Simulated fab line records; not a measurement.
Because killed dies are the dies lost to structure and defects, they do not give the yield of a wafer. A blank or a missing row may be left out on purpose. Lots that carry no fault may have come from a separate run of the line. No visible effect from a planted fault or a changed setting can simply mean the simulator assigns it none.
2 desks looking at one fault + flow gf180mcu + numbers are kept per desk, each desk with only its own; the story behind them comes last

DESK OF THE TOOL OWNER: plasma asher-03
The tool's own readings at GF_POLY_GATE_STRIP_14 (strips in O2/N2): means of the sampled wafers that have a number, for each lot that ran on this tool. Any lot whose mean is over 4 standard deviations away from the usual mean is out of limits and marked OUT; that distance is given in the brackets.
Columns: A = chamber pressure mTorr at GF_POLY_GATE_STRIP_14, usual 1499.9 mTorr; B = drypump motor current A at GF_POLY_GATE_STRIP_14, usual 5.55 A; C = heater power w at GF_POLY_GATE_STRIP_14, usual 311 W; D = oes product au at GF_POLY_GATE_STRIP_14, usual 0.505 a.u.
| lot  | first seen here | A      | B    | C   | D     |
|------|-----------------|--------|------|-----|-------|
| L424 | day 8 11:22     | 1500.1 | 5.53 | 260 | 0.504 |
| L426 | day 9 07:38     | 1498.6 | 5.68 | 253 | 0.504 |
| L432 | day 12 09:39    | 1498.9 | 5.68 | 259 | 0.508 |
| L436 | day 12 13:43    | 1500.5 | 5.52 | 261 | 0.503 |
| L438 | day 13 16:40    | 1500.2 | 5.82 | 258 | 0.503 |
| L441 | day 14 14:21    | 1499.3 | 5.53 | 259 | 0.504 |
| L443 | day 15 12:16    | 1499.8 | 5.51 | 260 | 0.502 |
Finding of this desk: none of the 7 lots has anything out of limits.

METROLOGY DESK
What the gauges read for every lot (on any tool): the sampled wafers with a number, averaged. Any lot whose mean is over 4 standard deviations away from the usual mean is out of limits and marked OUT; that distance is given in the brackets.
Columns: A = TOP_METAL_ALCU_THK at GF_TOP_METAL_THK_MEAS_06, usual 891 nm; B = cd nm at GF_TOP_METAL_CD_MEAS_14, usual 440.4 nm
| lot  | first seen here | A   | B     |
|------|-----------------|-----|-------|
| L424 | day 26 13:32    | 893 | 442.7 |
| L425 | day 26 15:11    | 888 | 439.2 |
| L426 | day 27 10:15    | 894 | 444.1 |
| L428 | day 27 17:53    | 881 | 441.4 |
| L430 | day 30 06:00    | 887 | 439.4 |
| L432 | day 30 10:03    | 882 | 442.4 |
| L433 | day 30 13:02    | 881 | 441.7 |
| L435 | day 30 14:17    | 901 | 441.0 |
| L436 | day 30 15:51    | 899 | 439.1 |
| L437 | day 31 01:56    | 897 | 437.9 |
| L438 | day 31 19:08    | 896 | 439.5 |
| L441 | day 32 10:16    | 894 | 443.0 |
| L443 | day 33 05:40    | 889 | 439.6 |
| L447 | day 33 22:41    | 896 | 439.9 |
Finding of this desk: none of the 14 lots has anything out of limits.

TAKEN TOGETHER
Nothing out of limits was seen by the tool owner's desk.
From the metrology desk's view, nothing was out of limits.

WHAT WAS PUT IN BY THE SIMULATOR
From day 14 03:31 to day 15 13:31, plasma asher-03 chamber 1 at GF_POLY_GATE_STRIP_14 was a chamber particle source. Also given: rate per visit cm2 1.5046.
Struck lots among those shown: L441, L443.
